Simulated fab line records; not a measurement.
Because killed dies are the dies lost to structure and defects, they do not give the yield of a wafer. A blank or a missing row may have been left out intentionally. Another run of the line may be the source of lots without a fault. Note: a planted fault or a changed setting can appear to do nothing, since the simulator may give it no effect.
fab line records -- flow gf180mcu
record: lots: 6, wafers: 18, lastDay: 34
route steps=602 shown LVPWELL@62 MVSD@66 MVPSD@79 VT_IMPLANT@90
lots that met no fault: from a run of the same line without faults
startH: start of the lot's first displayed wafer, in hours after the record's first day -- waitH: time in hours since the lot's previous step -- " identical to the entry in the row above -- L1.1+2: several wafers, shown together as one row -- - value missing, or start not given -- * or withheld: withheld -- < > ~ a bound
route shown NAME@n: NAME is a module with steps in the file, n the number in the route of the first one -- usual: mean/standard deviation taken from wafers without a fault -- same: alike in all rows -- chamber/n: place in a boat -- sites: each site's reading -- _std_site: how widely they spread, as a standard deviation -- _edge_site: outer sites' mean less inner sites' -- radiusMm: how far each site lies from the wafer's centre -- mask NAME#n: copy n -- behind: tool/chamber where the wafer was last shaped -- hold: the reason the lot was held/the length of the hold in hours/how it ended -- device: the transistor (n, p or np) that didn't switch -- end of line: the same wafers' tests at the end of the route -- a step with no rows: only its recipe -- killed: the dies lost at the first sort to structure and to defects; this is not the yield of the wafer -- map: per-die view of a wafer (x killed, . not killed, _ where there is no die)
set.NAME: setting as actually run; set.NAME@STEP: the setting as run at that earlier step -- model.NAME: the simulator's own value behind a step, which no gauge read
a table for each step, a row for each wafer; lots at some steps of the route
services: from which hour (startH, from the record's first day; less than 0 if before it) a tool's chamber was out of use, for how many hours, and why
== steps ==
step: GF_LVPWELL_IMPLANT_08
recipe: species: B, energyKev: 170, doseCm2: 1.5e+13, tiltDeg: 0
step: GF_LVPWELL_IMPLANT_09
recipe: species: B, energyKev: 60, doseCm2: 5e+12, tiltDeg: 0
step: GF_LVPWELL_STRIP_10
recipe: chemistry: O2/N2, powerW: 1400, pressureMtorr: 1500, platenTempC: 250, o2FlowSccm: 3000, n2FlowSccm: 300, overashFraction: 0.5
usual: drypumpMotorCurrentA: 5.8/0.5, heaterPowerW: 346/31, n2FlowSccm: 300.0/0.9, oesProductAu: 0.722/0.004, stripTimeToEndpointS: 36.98/0.1
same: overashFraction: 0.5
lot.wafer,tool,chamber,startH,waitH,drypumpMotorCurrentA,heaterPowerW,n2FlowSccm,oesProductAu,rfHoursCounterH,stripTimeToEndpointS
L647.2,plasmaAsher-02,1,91.60,0.1,5.5,309,301.2,0.729,45,37.11
L647.4,plasmaAsher-02,1,91.60,0.1,5.5,307,301.7,0.723,-,37.08
L647.6,plasmaAsher-02,0,91.60,0.1,6.5,402,299.3,0.725,-,37.17
L653.1,plasmaAsher-02,1,126.69,0.1,5.5,298,300.5,0.719,1,36.97
L653.5,plasmaAsher-02,1,126.69,0.1,5.5,302,299.8,0.727,-,37.07
L653.6,plasmaAsher-02,0,126.69,0.1,6.5,383,302.0,0.714,-,37.04
L655.3,plasmaAsher-02,0,136.28,0.1,6.5,387,301.0,0.723,-,36.92
L655.4,plasmaAsher-02,1,136.28,0.1,5.4,300,300.1,0.718,-,36.90
L655.6,plasmaAsher-02,0,136.28,0.1,6.5,383,299.5,0.725,-,36.92
L663.1,plasmaAsher-02,0,182.60,0.1,6.5,384,300.7,0.721,6,36.97
L663.4,plasmaAsher-02,0,182.60,0.1,6.5,382,300.3,0.724,-,37.09
L663.5,plasmaAsher-02,1,182.60,0.1,5.5,297,299.8,0.725,-,37.02
L664.2,plasmaAsher-03,0,185.75,0.1,6.4,347,298.9,0.726,52,36.91
L664.3,plasmaAsher-03,0,185.75,0.1,6.4,345,299.3,0.721,-,36.82
L664.5,plasmaAsher-03,1,185.75,0.1,5.6,365,300.1,0.727,-,36.88
L665.3,plasmaAsher-04,1,196.88,0.1,5.0,326,299.3,0.726,-,36.67
L665.4,plasmaAsher-04,0,196.88,0.1,5.8,360,300.3,0.724,-,36.77
L665.5,plasmaAsher-04,0,196.88,0.1,5.8,357,300.5,0.732,-,36.74
step: GF_LVPWELL_TW_MEAS_11
usual: LVPWELL_TW: 559/3.4
lot.wafer,tool,chamber,startH,waitH,LVPWELL_TW
L647.2,filmMetro-04,-,91.71,0.1,558
L647.4,filmMetro-04,-,91.71,0.1,556
L647.6,filmMetro-04,-,91.71,0.1,558
L653.1,filmMetro-03,-,126.79,0.1,562
L653.5,filmMetro-03,-,126.79,0.1,567
L653.6,filmMetro-03,-,126.79,0.1,563
L655.3,filmMetro-04,-,136.36,0.1,553
L655.4,filmMetro-04,-,136.36,0.1,554
L655.6,filmMetro-04,-,136.36,0.1,552
L663.1,filmMetro-03,-,182.70,0.1,558
L663.4,filmMetro-03,-,182.70,0.1,563
L663.5,filmMetro-03,-,182.70,0.1,559
L664.2,filmMetro-03,-,185.86,0.1,562
L664.3,filmMetro-03,-,185.86,0.1,557
L664.5,filmMetro-03,-,185.86,0.1,561
L665.3,filmMetro-04,-,196.96,0.1,559
L665.4,filmMetro-04,-,196.96,0.1,558
L665.5,filmMetro-04,-,196.96,0.1,557
step: GF_MVSD_DEHYDRATE_00
recipe: tempC: 200, timeS: 60
step: GF_MVSD_HMDS_01
recipe: primeTimeS: 60, primeTempC: 120
step: GF_MVSD_COAT_02
recipe: spinRpm: 2000, resistThkNm: 3000
step: GF_MVSD_SOFTBAKE_03
recipe: tempC: 110, timeS: withheld
step: GF_MVSD_EXPOSE_04
recipe: maskId: MVSD, targetCdNm: 1000, na: 0.6, sourceShape: conventional, sigmaOuter: 0.6, doseMj: 260
step: GF_MVSD_PEB_05
recipe: tempC: 115, timeS: withheld
step: GF_MVSD_DEVELOP_06
recipe: wallAngleDeg: 90, developTimeS: 60, devTempC: 23
step: GF_MVSD_OVL_MEAS_07
usual: MVSD_OVL: -0.4/1.6
lot.wafer,tool,chamber,startH,waitH,MVSD_OVL[nm]
L647.2,overlay-01,-,105.41,-,-4.7
L647.4,overlay-01,-,105.41,-,-4.4
L647.6,overlay-01,-,105.41,-,-6.1
L653.1,overlay-02,-,140.50,-,1.0
L653.5,overlay-02,-,140.50,-,0.3
L653.6,overlay-02,-,140.50,-,0.5
L655.3,overlay-01,-,151.77,-,-0.2
L655.4,overlay-01,-,151.77,-,1.4
L655.6,overlay-01,-,151.77,-,0.4
L663.1,overlay-01,-,198.76,-,-1.5
L663.4,overlay-01,-,198.76,-,-1.6
L663.5,overlay-01,-,198.76,-,-1.7
L664.2,overlay-02,-,202.55,-,1.0
L664.3,overlay-02,-,202.55,-,0.8
L664.5,overlay-02,-,202.55,-,1.4
L665.3,overlay-01,-,213.96,-,-0.6
L665.4,overlay-01,-,213.96,-,0.8
L665.5,overlay-01,-,213.96,-,-0.1
step: GF_MVSD_IMPLANT_08
recipe: species: P, energyKev: 400, doseCm2: 1.6e+13, tiltDeg: 0
usual: doseIonsCm2: 1.6002e+13/2e+10, faradayCurrentUA: 90.6/1.9
lot.wafer,tool,chamber,startH,waitH,doseIonsCm2,faradayCurrentUA
L647.2,implanter-04,0,105.47,0.0,1.5996e+13,89.7
L647.4,implanter-04,0,105.47,0.0,1.6014e+13,92.2
L647.6,implanter-04,0,105.47,0.0,1.6026e+13,91.7
L653.1,implanter-01,0,140.53,0.0,1.9817e+13,111.9
L653.5,implanter-01,0,140.53,0.0,1.9829e+13,108.2
L653.6,implanter-01,0,140.53,0.0,1.9829e+13,110.9
L655.3,implanter-01,0,151.84,0.1,1.9838e+13,108.1
L655.4,implanter-01,0,151.84,0.1,1.983e+13,115.1
L655.6,implanter-01,0,151.84,0.1,1.9844e+13,110.0
L663.1,implanter-02,0,198.80,0.0,1.6005e+13,89.8
L663.4,implanter-02,0,198.80,0.0,1.6002e+13,90.9
L663.5,implanter-02,0,198.80,0.0,1.6001e+13,89.0
L664.2,implanter-04,0,202.61,0.0,1.6003e+13,90.9
L664.3,implanter-04,0,202.61,0.0,1.6036e+13,90.9
L664.5,implanter-04,0,202.61,0.0,1.6017e+13,92.2
L665.3,implanter-01,0,214.03,0.1,1.598e+13,89.5
L665.4,implanter-01,0,214.03,0.1,1.5994e+13,89.4
L665.5,implanter-01,0,214.03,0.1,1.5988e+13,89.1
step: GF_MVSD_IMPLANT_09
recipe: species: P, energyKev: 100, doseCm2: 5e+12, tiltDeg: 0
step: GF_MVSD_STRIP_10
recipe: chemistry: O2/N2, powerW: 1400, pressureMtorr: 1500, platenTempC: 250, o2FlowSccm: 3000, n2FlowSccm: 300, overashFraction: 0.5
usual: drypumpMotorCurrentA: 5.9/0.45, heaterPowerW: 337/22, n2FlowSccm: 299.9/0.82, oesProductAu: 0.722/0.005, stripTimeToEndpointS: 36.96/0.1
same: overashFraction: 0.5
lot.wafer,tool,chamber,startH,waitH,drypumpMotorCurrentA,heaterPowerW,n2FlowSccm,oesProductAu,rfHoursCounterH,stripTimeToEndpointS
L647.2,plasmaAsher-03,1,105.74,0.1,5.6,350,298.5,0.715,43,37.01
L647.4,plasmaAsher-03,1,105.74,0.1,5.6,365,300.3,0.716,-,36.94
L647.6,plasmaAsher-03,0,105.74,0.1,6.4,343,300.1,0.731,-,37.00
L653.1,plasmaAsher-03,1,140.83,0.1,5.6,361,300.3,0.721,47,36.92
L653.5,plasmaAsher-03,1,140.83,0.1,5.6,356,300.4,0.725,-,36.92
L653.6,plasmaAsher-03,0,140.83,0.1,6.3,340,299.8,0.720,-,36.78
L655.3,plasmaAsher-01,0,152.13,0.1,6.4,296,299.3,0.719,-,36.89
L655.4,plasmaAsher-01,1,152.13,0.1,6.1,338,298.6,0.728,-,36.99
L655.6,plasmaAsher-01,0,152.13,0.1,6.4,295,299.5,0.730,-,36.93
L663.1,plasmaAsher-04,1,199.10,0.1,5.1,333,300.9,0.727,40,36.88
L663.4,plasmaAsher-04,1,199.10,0.1,5.1,323,301.0,0.727,-,36.79
L663.5,plasmaAsher-04,1,199.10,0.1,5.1,326,300.2,0.724,-,36.84
L664.2,plasmaAsher-01,1,202.88,0.1,6.1,325,299.6,0.722,57,36.92
L664.3,plasmaAsher-01,1,202.88,0.1,6.1,338,300.4,0.723,-,36.85
L664.5,plasmaAsher-01,1,202.88,0.1,6.1,345,300.7,0.727,-,36.93
L665.3,plasmaAsher-04,0,214.31,0.1,5.8,357,300.8,0.719,-,36.94
L665.4,plasmaAsher-04,1,214.31,0.1,5.1,327,301.0,0.729,-,36.98
L665.5,plasmaAsher-04,0,214.31,0.1,5.8,352,299.2,0.721,-,36.85
step: GF_MVSD_TW_MEAS_11
usual: MVSD_TW: 1582/11
lot.wafer,tool,chamber,startH,waitH,hold,MVSD_TW
L647.2,filmMetro-03,-,105.86,0.1,-,1583
L647.4,filmMetro-03,-,105.86,0.1,-,1587
L647.6,filmMetro-03,-,105.86,0.1,-,1582
L653.1,filmMetro-03,-,140.93,0.1,awaitDispo/0.2h/release,1697
L653.5,filmMetro-03,-,140.93,0.1,awaitDispo/0.2h/release,1702
L653.6,filmMetro-03,-,140.93,0.1,awaitDispo/0.2h/release,1701
L653.1,filmMetro-03,-,141.16,0.2,-,1690
L653.5,filmMetro-03,-,141.16,0.2,-,1693
L653.6,filmMetro-03,-,141.16,0.2,-,1696
L655.3,filmMetro-03,-,152.21,0.1,awaitDispo/0.2h/release,1683
L655.4,filmMetro-03,-,152.21,0.1,awaitDispo/0.2h/release,1692
L655.6,filmMetro-03,-,152.21,0.1,awaitDispo/0.2h/release,1678
L655.3,filmMetro-03,-,152.44,0.2,-,1682
L655.4,filmMetro-03,-,152.44,0.2,-,1694
L655.6,filmMetro-03,-,152.44,0.2,-,1689
L663.1,filmMetro-03,-,199.20,0.1,-,1590
L663.4,filmMetro-03,-,199.20,0.1,-,1590
L663.5,filmMetro-03,-,199.20,0.1,-,1598
L664.2,filmMetro-03,-,202.99,0.1,-,1603
L664.3,filmMetro-03,-,202.99,0.1,-,1591
L664.5,filmMetro-03,-,202.99,0.1,-,1597
L665.3,filmMetro-01,-,214.40,0.1,-,1589
L665.4,filmMetro-01,-,214.40,0.1,-,1575
L665.5,filmMetro-01,-,214.40,0.1,-,1573
step: GF_MVPSD_HMDS_01
recipe: primeTimeS: 60, primeTempC: 120
step: GF_MVPSD_COAT_02
recipe: spinRpm: 2000, resistThkNm: 3000
step: GF_MVPSD_SOFTBAKE_03
recipe: tempC: 110, timeS: withheld
step: GF_MVPSD_EXPOSE_04
recipe: maskId: MVPSD, targetCdNm: 1000, na: 0.6, sourceShape: conventional, sigmaOuter: 0.6, doseMj: 260
step: GF_MVPSD_PEB_05
recipe: tempC: 115, timeS: withheld
step: GF_MVPSD_DEVELOP_06
recipe: wallAngleDeg: 90, developTimeS: 60, devTempC: 23
step: GF_MVPSD_OVL_MEAS_07
usual: MVPSD_OVL: 1.0/1.7
lot.wafer,tool,chamber,startH,waitH,MVPSD_OVL[nm]
L647.2,overlay-02,-,120.17,-,0.7
L647.4,overlay-02,-,120.17,-,-1.5
L647.6,overlay-02,-,120.17,-,-0.8
L653.1,overlay-01,-,156.56,-,1.2
L653.5,overlay-01,-,156.56,-,0.1
L653.6,overlay-01,-,156.56,-,0.1
L655.3,overlay-02,-,167.86,-,2.5
L655.4,overlay-02,-,167.86,-,1.5
L655.6,overlay-02,-,167.86,-,1.4
L663.1,overlay-02,-,216.89,-,-1.2
L663.4,overlay-02,-,216.89,-,1.0
L663.5,overlay-02,-,216.89,-,3.5
L664.2,overlay-01,-,220.65,-,1.1
L664.3,overlay-01,-,220.65,-,1.3
L664.5,overlay-01,-,220.65,-,2.0
L665.3,overlay-02,-,232.62,-,0.0
L665.4,overlay-02,-,232.62,-,-1.6
L665.5,overlay-02,-,232.62,-,0.7
step: GF_MVPSD_IMPLANT_08
recipe: species: B, energyKev: 170, doseCm2: 1.5e+13, tiltDeg: 0
step: GF_MVPSD_IMPLANT_09
recipe: species: B, energyKev: 40, doseCm2: 5e+12, tiltDeg: 0
step: GF_MVPSD_STRIP_10
recipe: chemistry: O2/N2, powerW: 1400, pressureMtorr: 1500, platenTempC: 250, o2FlowSccm: 3000, n2FlowSccm: 300, overashFraction: 0.5
usual: drypumpMotorCurrentA: 6.1/0.36, heaterPowerW: 333/31, n2FlowSccm: 299.9/0.93, oesProductAu: 0.722/0.0045, stripTimeToEndpointS: 36.94/0.1
same: overashFraction: 0.5
lot.wafer,tool,chamber,startH,waitH,drypumpMotorCurrentA,heaterPowerW,n2FlowSccm,oesProductAu,rfHoursCounterH,stripTimeToEndpointS
L647.2,plasmaAsher-02,0,120.50,0.1,6.5,381,299.9,0.734,0,36.88
L647.4,plasmaAsher-02,1,120.50,0.1,5.4,294,299.9,0.721,-,36.83
L647.6,plasmaAsher-02,0,120.50,0.1,6.5,373,298.9,0.726,-,36.89
L653.1,plasmaAsher-01,0,156.90,0.1,6.4,290,301.8,0.724,52,37.07
L653.5,plasmaAsher-01,1,156.90,0.1,6.1,328,300.3,0.726,-,37.13
L653.6,plasmaAsher-01,0,156.90,0.1,6.4,297,300.9,0.721,-,37.10
L655.3,plasmaAsher-03,0,168.21,0.1,6.3,351,299.4,0.722,-,36.97
L655.4,plasmaAsher-03,1,168.21,0.1,5.6,369,300.4,0.723,-,37.00
L655.6,plasmaAsher-03,1,168.21,0.1,5.6,359,299.5,0.721,-,37.02
L663.1,plasmaAsher-01,0,217.23,0.1,6.4,293,299.6,0.723,58,37.00
L663.4,plasmaAsher-01,0,217.23,0.1,6.4,296,300.9,0.725,-,36.95
L663.5,plasmaAsher-01,0,217.23,0.1,6.4,296,300.3,0.721,-,36.85
L664.2,plasmaAsher-02,1,220.98,0.1,5.5,295,301.3,0.723,11,37.03
L664.3,plasmaAsher-02,1,220.98,0.1,5.5,296,302.4,0.715,-,37.06
L664.5,plasmaAsher-02,1,220.98,0.1,5.5,304,300.8,0.719,-,37.14
L665.3,plasmaAsher-02,0,232.98,0.1,6.5,378,301.0,0.723,-,36.93
L665.4,plasmaAsher-02,1,232.98,0.1,5.4,301,300.0,0.722,-,36.87
L665.5,plasmaAsher-02,1,232.98,0.1,5.5,307,298.3,0.721,-,36.88
step: GF_MVPSD_TW_MEAS_11
usual: MVPSD_TW: 553/3.6
lot.wafer,tool,chamber,startH,waitH,MVPSD_TW
L647.2,filmMetro-01,-,120.61,0.1,551
L647.4,filmMetro-01,-,120.61,0.1,548
L647.6,filmMetro-01,-,120.61,0.1,552
L653.1,filmMetro-04,-,157.00,0.1,550
L653.5,filmMetro-04,-,157.00,0.1,555
L653.6,filmMetro-04,-,157.00,0.1,549
L655.3,filmMetro-04,-,168.30,0.1,547
L655.4,filmMetro-04,-,168.30,0.1,551
L655.6,filmMetro-04,-,168.30,0.1,553
L663.1,filmMetro-03,-,217.33,0.1,556
L663.4,filmMetro-03,-,217.33,0.1,556
L663.5,filmMetro-03,-,217.33,0.1,557
L664.2,filmMetro-03,-,221.09,0.1,556
L664.3,filmMetro-03,-,221.09,0.1,555
L664.5,filmMetro-03,-,221.09,0.1,556
L665.3,filmMetro-01,-,233.07,0.1,557
L665.4,filmMetro-01,-,233.07,0.1,557
L665.5,filmMetro-01,-,233.07,0.1,560
step: GF_VT_IMPLANT_DEHYDRATE_00
recipe: tempC: 200, timeS: 60
step: GF_VT_IMPLANT_HMDS_01
recipe: primeTimeS: 60, primeTempC: 120
step: GF_VT_IMPLANT_COAT_02
recipe: resist: NOVOLAK, spinRpm: 3000, resistThkNm: 1000
step: GF_VT_IMPLANT_SOFTBAKE_03
recipe: tempC: 90, timeS: 60, resist: NOVOLAK
step: GF_VT_IMPLANT_EXPOSE_04
recipe: maskId: LVPWELL_LV_AREA, targetCdNm: 600, na: 0.6, sourceShape: conventional, sigmaOuter: 0.6, doseMj: 140
step: GF_VT_IMPLANT_PEB_05
recipe: tempC: withheld, timeS: *, resist: NOVOLAK
step: GF_VT_IMPLANT_DEVELOP_06
recipe: developTimeS: 60, devTempC: 23
step: GF_VT_IMPLANT_OVL_MEAS_07
usual: VT_IMPLANT_OVL: 0.2/1.3
lot.wafer,tool,chamber,startH,waitH,VT_IMPLANT_OVL[nm]
L647.2,overlay-01,-,134.31,0.1,0.7
L647.4,overlay-01,-,134.31,0.1,1.0
L647.6,overlay-01,-,134.31,0.1,1.4
L653.1,overlay-02,-,172.94,0.1,-2.4
L653.5,overlay-02,-,172.94,0.1,-3.8
L653.6,overlay-02,-,172.94,0.1,-2.1
L655.3,overlay-02,-,184.96,0.1,0.8
L655.4,overlay-02,-,184.96,0.1,0.7
L655.6,overlay-02,-,184.96,0.1,-1.2
L663.1,overlay-02,-,235.11,0.1,-0.3
L663.4,overlay-02,-,235.11,0.1,-1.8
L663.5,overlay-02,-,235.11,0.1,0.5
L664.2,overlay-02,-,237.91,0.1,0.2
L664.3,overlay-02,-,237.91,0.1,0.8
L664.5,overlay-02,-,237.91,0.1,-1.3
L665.3,overlay-01,-,250.77,0.1,-0.5
L665.4,overlay-01,-,250.77,0.1,0.8
L665.5,overlay-01,-,250.77,0.1,0.1
step: GF_VT_IMPLANT_IMPLANT_08
recipe: species: BF2, energyKev: 20, doseCm2: 8.29e+12, tiltDeg: 7
step: GF_VT_IMPLANT_STRIP_09
recipe: chemistry: O2/N2, powerW: 1400, pressureMtorr: 1500, platenTempC: 250, o2FlowSccm: 3000, n2FlowSccm: 300, overashFraction: 0.5
usual: drypumpMotorCurrentA: 5.8/0.51, heaterPowerW: 334/30, n2FlowSccm: 300.0/0.83, oesProductAu: 0.715/0.0046, stripTimeToEndpointS: 12.62/0.038
same: overashFraction: 0.5
lot.wafer,tool,chamber,startH,waitH,drypumpMotorCurrentA,heaterPowerW,n2FlowSccm,oesProductAu,rfHoursCounterH,stripTimeToEndpointS
L647.2,plasmaAsher-04,0,134.49,0.1,5.8,353,299.8,0.708,34,12.60
L647.4,plasmaAsher-04,0,134.49,0.1,5.8,362,299.6,0.715,-,12.64
L647.6,plasmaAsher-04,0,134.49,0.1,5.8,354,301.2,0.718,-,12.61
L653.1,plasmaAsher-04,1,173.13,0.1,5.1,328,299.8,0.708,38,12.64
L653.5,plasmaAsher-04,0,173.13,0.1,5.8,359,299.1,0.715,-,12.65
L653.6,plasmaAsher-04,1,173.13,0.1,5.1,326,299.9,0.701,-,12.66
L655.3,plasmaAsher-02,0,185.16,0.1,6.4,385,299.1,0.716,-,12.62
L655.4,plasmaAsher-02,1,185.16,0.1,5.5,289,300.9,0.714,-,12.58
L655.6,plasmaAsher-02,0,185.16,0.1,6.5,378,299.0,0.713,-,12.63
L663.1,plasmaAsher-02,1,235.29,0.1,5.5,290,299.7,0.712,12,12.69
L663.4,plasmaAsher-02,0,235.29,0.1,6.5,389,300.9,0.723,-,12.65
L663.5,plasmaAsher-02,0,235.29,0.1,6.5,386,300.6,0.714,-,12.68
L664.2,plasmaAsher-02,1,238.09,0.1,5.5,297,299.8,0.712,12,12.59
L664.3,plasmaAsher-02,1,238.09,0.1,5.5,297,300.7,0.717,-,12.59
L664.5,plasmaAsher-02,0,238.09,0.1,6.5,388,298.2,0.714,-,12.60
L665.3,plasmaAsher-02,1,250.97,0.1,5.5,311,299.8,0.717,-,12.57
L665.4,plasmaAsher-02,0,250.97,0.1,6.5,390,298.9,0.709,-,12.58
L665.5,plasmaAsher-02,1,250.97,0.1,5.5,299,300.8,0.718,-,12.57
step: GF_VT_IMPLANT_TW_MEAS_10
usual: VT_IMPLANT_TW: 559/5.2
lot.wafer,tool,chamber,startH,waitH,VT_IMPLANT_TW
L647.2,filmMetro-01,-,134.60,0.1,563
L647.4,filmMetro-01,-,134.60,0.1,560
L647.6,filmMetro-01,-,134.60,0.1,560
L653.1,filmMetro-02,-,173.23,0.1,553
L653.5,filmMetro-02,-,173.23,0.1,553
L653.6,filmMetro-02,-,173.23,0.1,552
L655.3,filmMetro-02,-,185.25,0.1,554
L655.4,filmMetro-02,-,185.25,0.1,548
L655.6,filmMetro-02,-,185.25,0.1,554
L663.1,filmMetro-02,-,235.39,0.1,557
L663.4,filmMetro-02,-,235.39,0.1,559
L663.5,filmMetro-02,-,235.39,0.1,560
L664.2,filmMetro-01,-,238.20,0.1,570
L664.3,filmMetro-01,-,238.20,0.1,569
L664.5,filmMetro-01,-,238.20,0.1,567
L665.3,filmMetro-04,-,251.06,0.1,558
L665.4,filmMetro-04,-,251.06,0.1,558
L665.5,filmMetro-04,-,251.06,0.1,558
step: GF_VT_IMPLANT_DEHYDRATE_11
recipe: tempC: 200, timeS: 60
step: GF_VT_IMPLANT_HMDS_12
recipe: primeTimeS: 60, primeTempC: 120
step: GF_VT_IMPLANT_COAT_13
recipe: resist: NOVOLAK, spinRpm: 3000, resistThkNm: 1000
step: GF_VT_IMPLANT_RS_MEAS_46
recipe: thkMeasGauge: four-point-probe
usual: MVSD_RS: 457.2/1
lot.wafer,tool,chamber,startH,waitH,hold,MVSD_RS[ohm/sq]
L647.2,filmMetro-03,-,183.07,0.1,-,458.8
L647.4,filmMetro-03,-,183.07,0.1,-,459.1
L647.6,filmMetro-03,-,183.07,0.1,-,458.2
L653.1,filmMetro-01,-,224.39,0.1,awaitDispo/0.2h/release,410.0
L653.5,filmMetro-01,-,224.39,0.1,awaitDispo/0.2h/release,409.2
L653.6,filmMetro-01,-,224.39,0.1,awaitDispo/0.2h/release,409.1
L653.1,filmMetro-01,-,224.75,0.3,-,409.3
L653.5,filmMetro-01,-,224.75,0.3,-,409.8
L653.6,filmMetro-01,-,224.75,0.3,-,409.1
L655.3,filmMetro-04,-,237.13,0.1,awaitDispo/0.2h/release,410.7
L655.4,filmMetro-04,-,237.13,0.1,awaitDispo/0.2h/release,409.3
L655.6,filmMetro-04,-,237.13,0.1,awaitDispo/0.2h/release,409.3
L655.3,filmMetro-04,-,237.49,0.3,-,411.0
L655.4,filmMetro-04,-,237.49,0.3,-,409.4
L655.6,filmMetro-04,-,237.49,0.3,-,409.4
L663.1,filmMetro-03,-,293.64,0.1,-,457.6
L663.4,filmMetro-03,-,293.64,0.1,-,458.3
L663.5,filmMetro-03,-,293.64,0.1,-,457.3
L664.2,filmMetro-04,-,296.87,0.1,-,456.4
L664.3,filmMetro-04,-,296.87,0.1,-,456.0
L664.5,filmMetro-04,-,296.87,0.1,-,456.9
L665.3,filmMetro-03,-,311.69,0.1,-,456.1
L665.4,filmMetro-03,-,311.69,0.1,-,456.5
L665.5,filmMetro-03,-,311.69,0.1,-,456.7
== services ==
tool,chamber,startH,hours,kind
implanter-02,-,67.65,4.5,pm
plasmaAsher-02,-,108.75,9.0,pm
plasmaAsher-02,0,108.75,9.0,ventCycle
plasmaAsher-02,1,108.75,9.0,ventCycle
implanter-02,-,115.97,3.7,repair
plasmaAsher-02,0,117.75,-,clean
plasmaAsher-02,1,117.75,-,clean
implanter-02,-,149.22,17.5,pm
implanter-02,-,168.75,5.6,pm
implanter-04,-,186.62,2.3,repair
implanter-01,-,214.28,2.9,pm
implanter-02,-,225.83,5.0,repair
plasmaAsher-03,-,228.10,5.1,pm
plasmaAsher-04,-,238.05,1.4,repair
plasmaAsher-04,-,239.25,1.0,repair
implanter-04,-,249.98,4.7,pm
== key ==
firstSign: step: GF_MVSD_IMPLANT_08, reading: doseIonsCm2, direction: up, sigmas: 99+, usual: 1.6002e+13, struck: 1.9831e+13
effect: step: GF_MVSD_IMPLANT_08, reading: faradayCurrentUA, direction: up, sigmas: 10, usual: 90.6, struck: 110.7
effect: step: GF_MVSD_TW_MEAS_11, reading: visit, direction: added
effect: step: GF_MVSD_TW_MEAS_11, reading: MVSD_TW, direction: up, sigmas: 10, usual: 1582, struck: 1692
effect: step: GF_VT_IMPLANT_RS_MEAS_46, reading: MVSD_RS, direction: down, sigmas: 46, usual: 457.2, struck: 409.6
metAt GF_MVSD_IMPLANT_08
struckWafers L653.1,L653.5,L653.6,L655.3,L655.4,L655.6
scrappedBehind GF_VT_IMPLANT_RS_MEAS_46 L653.1,L653.5,L653.6,L655.3,L655.4,L655.6
fault: kind: processParameterDrift, tool: implanter-01, chamber: -, onsetH: 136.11, steps: GF_MVSD_IMPLANT_08, channel: doseCm2, offset: 3.8332e+12, shape: step, endH: 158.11, actsIn: theseRecipesOnly, stated: 1.6e+13
